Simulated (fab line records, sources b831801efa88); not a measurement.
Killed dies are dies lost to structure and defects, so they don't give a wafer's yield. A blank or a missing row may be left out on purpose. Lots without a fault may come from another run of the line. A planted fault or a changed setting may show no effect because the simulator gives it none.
fab line records | flow gf180mcu
record lots=14 wafers=40 last_day=34
route steps=602 shown STI@3 LVPWELL@62 MVSD@73 SAB@274
lots that met no fault: from a run of the same line without faults
start_h: hours from the record's first day to the start of the lot's first wafer shown | wait_h: hours since the lot's step before | " the same as in the row above | L1.1+2: a row that stands for several wafers | - no value, or no start given | * or withheld: withheld | < > ~ a bound
route shown NAME@n: a module of which the file shows steps, and the number in the route of the first | usual: mean/standard deviation of fault-free wafers | same: alike in all rows | chamber/n: place in a boat | sites: the reading at each site | _std_site: their standard deviation | _edge_site: outer sites' mean less inner sites' | radius_mm: how far each site lies from the wafer's centre | mask NAME#n: copy n | behind: the tool/chamber that last shaped the wafer | hold: why the lot was held/for how many hours/how that ended | device: the transistor (n, p or np) that didn't switch | end of line: the same wafers' tests at the end of the route | a step without rows: its recipe alone | killed: dies lost to structure and defects at the first sort, not the wafer's yield | map: a wafer's dies, x killed, . not, _ none there
set.NAME: the setting as run; set.NAME@STEP: as run at that earlier step | model.NAME: the simulator's own value behind a step, which no gauge read
steps of the route over a sample of lots; a table a step, a row a wafer
services: from which hour (start_h, from the record's first day; less than 0 if before it) a tool's chamber was out of use, for how many hours, and why
## steps
# step GF_STI_THK_MEAS_02
# recipe reads=SiO2_of_STI_OXIDATION_01
# usual STI_OXIDATION_THK=9.99/0.18
# columns lot.wafer tool chamber start_h wait_h STI_OXIDATION_THK[nm]
L622.3 film_metro-02 - 21.64 0.0 9.80
L622.4 " - " " 9.55
L622.5 " - " " 9.76
L623.2 film_metro-02 - 27.40 0.0 9.77
L623.3 " - " " 9.80
L623.6 " - " " 9.63
L624.2 film_metro-04 - 31.52 0.0 10.30
L624.5 " - " " 10.26
L624.6 " - " " 10.27
L625.1 film_metro-04 - 37.87 0.0 9.87
L625.3 " - " " 9.96
L625.4 " - " " 9.92
L627.1 film_metro-02 - 46.51 0.0 9.94
L627.3 " - " " 9.89
L627.6 " - " " 10.04
L628.3 film_metro-02 - 51.53 0.0 10.14
L628.4 " - " " 10.29
L628.5 " - " " 10.22
L629.2 film_metro-02 - 58.70 0.0 9.82
L629.4 " - " " 9.80
L629.6 " - " " 10.01
L630.2 film_metro-01 - 64.17 0.0 9.95
L630.3 " - " " 9.89
L630.6 " - " " 9.96
L631.4 film_metro-02 - 67.67 0.0 9.97
L631.5 " - " " 10.03
L631.6 " - " " 10.01
L632.2 film_metro-01 - 71.52 0.0 9.94
L632.4 " - " " 10.05
L632.5 " - " " 10.04
L633.1 film_metro-01 - 77.21 0.0 10.23
L633.2 " - " " 10.15
L633.3 " - " " 10.18
L636.1 film_metro-02 - 91.94 0.0 10.06
L636.4 " - " " 9.93
L636.6 " - " " 10.13
L639.5 film_metro-04 - 106.76 0.0 9.98
L639.6 " - " " 9.86
L642.3 film_metro-01 - 121.53 0.0 9.70
L642.4 " - " " 9.67
# step GF_LVPWELL_IMPLANT_08
# recipe species=B energy_kev=170 dose_cm2=1.5e+13 tilt_deg=0
# usual beam_on_s=9.99/0.21
# columns lot.wafer tool chamber start_h wait_h beam_on_s
L622.3 implanter-03 0 80.88 0.1 9.97
L622.4 " 0 " " 9.60
L622.5 " 0 " " 9.93
L623.2 implanter-03 0 85.25 0.0 10.42
L623.3 " 0 " " 10.37
L623.6 " 0 " " 9.91
L624.2 implanter-04 0 91.40 0.0 10.29
L624.5 " 0 " " 10.18
L624.6 " 0 " " 9.90
L625.1 implanter-03 0 100.63 0.0 9.99
L625.3 " 0 " " 10.10
L625.4 " 0 " " 9.71
L627.1 implanter-04 0 110.28 0.0 10.05
L627.3 " 0 " " 9.86
L627.6 " 0 " " 9.77
L628.3 implanter-04 0 114.38 0.1 9.80
L628.4 " 0 " " 9.81
L628.5 " 0 " " 9.88
L629.2 implanter-04 0 124.20 0.0 9.75
L629.4 " 0 " " 10.05
L629.6 " 0 " " 10.02
L630.2 implanter-02 0 128.45 0.0 9.95
L630.3 " 0 " " 10.10
L630.6 " 0 " " 9.87
L631.4 implanter-02 0 132.20 0.1 10.11
L631.5 " 0 " " 9.83
L631.6 " 0 " " 9.79
L632.2 implanter-04 0 138.00 0.0 10.23
L632.4 " 0 " " 10.18
L632.5 " 0 " " 10.11
L633.1 implanter-04 0 142.73 0.0 9.77
L633.2 " 0 " " 9.78
L633.3 " 0 " " 10.12
L636.1 implanter-03 0 158.80 0.0 10.02
L636.4 " 0 " " 10.15
L636.6 " 0 " " 10.00
L639.5 implanter-04 0 176.48 0.1 10.06
L639.6 " 0 " " 10.19
L642.3 implanter-04 0 194.15 0.1 9.73
L642.4 " 0 " " 10.26
# step GF_MVSD_OVL_MEAS_07
# usual MVSD_OVL=0.7/1.6
# columns lot.wafer tool chamber start_h wait_h MVSD_OVL[nm]
L622.3 overlay-01 - 95.15 - 1.6
L622.4 " - " " 0.2
L622.5 " - " " 0.9
L623.2 overlay-01 - 99.25 - 1.6
L623.3 " - " " 2.2
L623.6 " - " " 0.6
L624.2 overlay-02 - 105.70 - 0.7
L624.5 " - " " -0.6
L624.6 " - " " 2.5
L625.1 overlay-01 - 115.09 - 2.3
L625.3 " - " " 1.3
L625.4 " - " " 1.6
L627.1 overlay-01 - 125.90 - 0.4
L627.3 " - " " 3.4
L627.6 " - " " 0.8
L628.3 overlay-01 - 129.75 - 1.5
L628.4 " - " " 1.7
L628.5 " - " " 1.2
L629.2 overlay-02 - 140.16 - -2.3
L629.4 " - " " -3.1
L629.6 " - " " -1.8
L630.2 overlay-02 - 144.19 - -0.5
L630.3 " - " " -0.1
L630.6 " - " " 0.2
L631.4 overlay-01 - 148.30 - 3.9
L631.5 " - " " 3.0
L631.6 " - " " 0.7
L632.2 overlay-01 - 153.76 - 3.4
L632.4 " - " " 2.0
L632.5 " - " " 3.2
L633.1 overlay-01 - 159.24 - 1.1
L633.2 " - " " 0.3
L633.3 " - " " 1.1
L636.1 overlay-01 - 175.48 - 1.0
L636.4 " - " " 0.6
L636.6 " - " " 2.4
L639.5 overlay-01 - 194.33 - 0.8
L639.6 " - " " 1.3
L642.3 overlay-01 - 211.95 - -0.6
L642.4 " - " " -1.9
# step GF_VT_IMPLANT_RS_MEAS_48
# recipe thk_meas_gauge=four-point-probe
# usual LVPWELL_RS=1195.6/2.8
# columns lot.wafer tool chamber start_h wait_h LVPWELL_RS[ohm/sq]
L622.3 film_metro-01 - 174.61 0.1 1197.8
L622.4 " - " " 1199.3
L622.5 " - " " 1194.7
L623.2 film_metro-03 - 180.11 0.1 1192.5
L623.3 " - " " 1192.9
L623.6 " - " " 1192.1
L624.2 film_metro-01 - 186.02 0.1 1192.1
L624.5 " - " " 1194.8
L624.6 " - " " 1194.8
L625.1 film_metro-03 - 197.69 0.1 1201.0
L625.3 " - " " 1197.0
L625.4 " - " " 1197.6
L627.1 film_metro-03 - 210.62 0.1 1195.9
L627.3 " - " " 1194.2
L627.6 " - " " 1193.1
L628.3 film_metro-03 - 213.53 0.1 1200.0
L628.4 " - " " 1199.9
L628.5 " - " " 1204.0
L629.2 film_metro-03 - 227.95 0.1 1197.7
L629.4 " - " " 1194.8
L629.6 " - " " 1196.6
L630.2 film_metro-03 - 231.39 0.1 1194.1
L630.3 " - " " 1194.7
L630.6 " - " " 1196.8
L631.4 film_metro-03 - 236.91 0.1 1195.4
L631.5 " - " " 1195.7
L631.6 " - " " 1195.0
L632.2 film_metro-04 - 240.97 0.1 1195.1
L632.4 " - " " 1195.3
L632.5 " - " " 1193.9
L633.1 film_metro-01 - 248.47 0.1 1190.9
L633.2 " - " " 1193.8
L633.3 " - " " 1192.9
L636.1 film_metro-01 - 270.59 0.1 1194.9
L636.4 " - " " 1191.2
L636.6 " - " " 1195.0
L639.5 film_metro-01 - 289.27 0.1 1197.9
L639.6 " - " " 1245.6
L642.3 film_metro-04 - 306.84 0.1 1240.2
L642.4 " - " " 1192.3
# step GF_SAB_OVL_MEAS_10
# usual SAB_OVL=1.4/1.2
# columns lot.wafer tool chamber start_h wait_h SAB_OVL[nm]
L622.3 overlay-02 - 363.17 0.1 1.0
L622.4 " - " " 1.0
L622.5 " - " " 0.9
L623.2 overlay-02 - 372.07 0.1 0.1
L623.3 " - " " 1.3
L623.6 " - " " 0.1
L624.2 overlay-01 - 378.61 0.1 1.5
L624.5 " - " " 1.9
L624.6 " - " " 2.3
L625.1 overlay-01 - 392.75 0.1 -1.2
L625.3 " - " " -1.8
L625.4 " - " " -0.5
L627.1 overlay-02 - 414.16 0.1 -0.9
L627.3 " - " " 2.5
L627.6 " - " " 2.3
L628.3 overlay-01 - 415.28 0.1 2.4
L628.4 " - " " 1.8
L628.5 " - " " 1.2
L629.2 overlay-02 - 431.86 0.1 2.9
L629.4 " - " " 3.1
L629.6 " - " " 4.3
L630.2 overlay-02 - 440.96 0.1 1.1
L630.3 " - " " -0.4
L630.6 " - " " 1.7
L631.4 overlay-01 - 444.73 0.1 3.4
L631.5 " - " " 2.8
L631.6 " - " " 2.6
L632.2 overlay-01 - 448.57 0.1 1.2
L632.4 " - " " -0.7
L632.5 " - " " 0.0
L633.1 overlay-01 - 457.51 0.1 2.2
L633.2 " - " " 1.7
L633.3 " - " " 1.4
L636.1 overlay-02 - 484.70 0.1 0.8
L636.4 " - " " 0.9
L636.6 " - " " -0.1
L639.5 overlay-01 - 506.72 0.0 -0.2
L639.6 " - " " 0.0
L642.3 overlay-01 - 532.21 0.1 1.3
L642.4 " - " " 2.6
## services
# columns tool chamber start_h hours kind
implanter-02 - 64.95 7.2 pm
implanter-02 - 93.23 17.9 pm
implanter-03 - 147.92 9.1 repair
implanter-04 - 157.02 3.8 repair
implanter-03 - 187.07 8.7 pm
## key
first_sign step=GF_VT_IMPLANT_RS_MEAS_48 reading=LVPWELL_RS direction=up sigmas=17 usual=1195.6 struck=1242.9
effect none on later readings
met_at GF_LVPWELL_IMPLANT_08
struck_lots L639,L642
struck_wafers L639.6,L642.3
tester_left_out L639,L642
not_acting_at GF_STI_THK_MEAS_02,GF_MVSD_OVL_MEAS_07,GF_SAB_OVL_MEAS_10
onset_between 142.73 176.48
fault kind=process_parameter_drift tool=implanter-04 chamber=- onset_h=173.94 steps=GF_LVPWELL_IMPLANT_08 channel=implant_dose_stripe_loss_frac offset=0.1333 shape=step end_h=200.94 scope=struck_wafers_only
# tester_left_out: of these lots the tester's yield and bins aren't shown, on N5 and GAA mostly nor the transistor test; their killed dies are dies lost to structure and defects alone, not to doping, threshold or leakage, so they don't give the yield
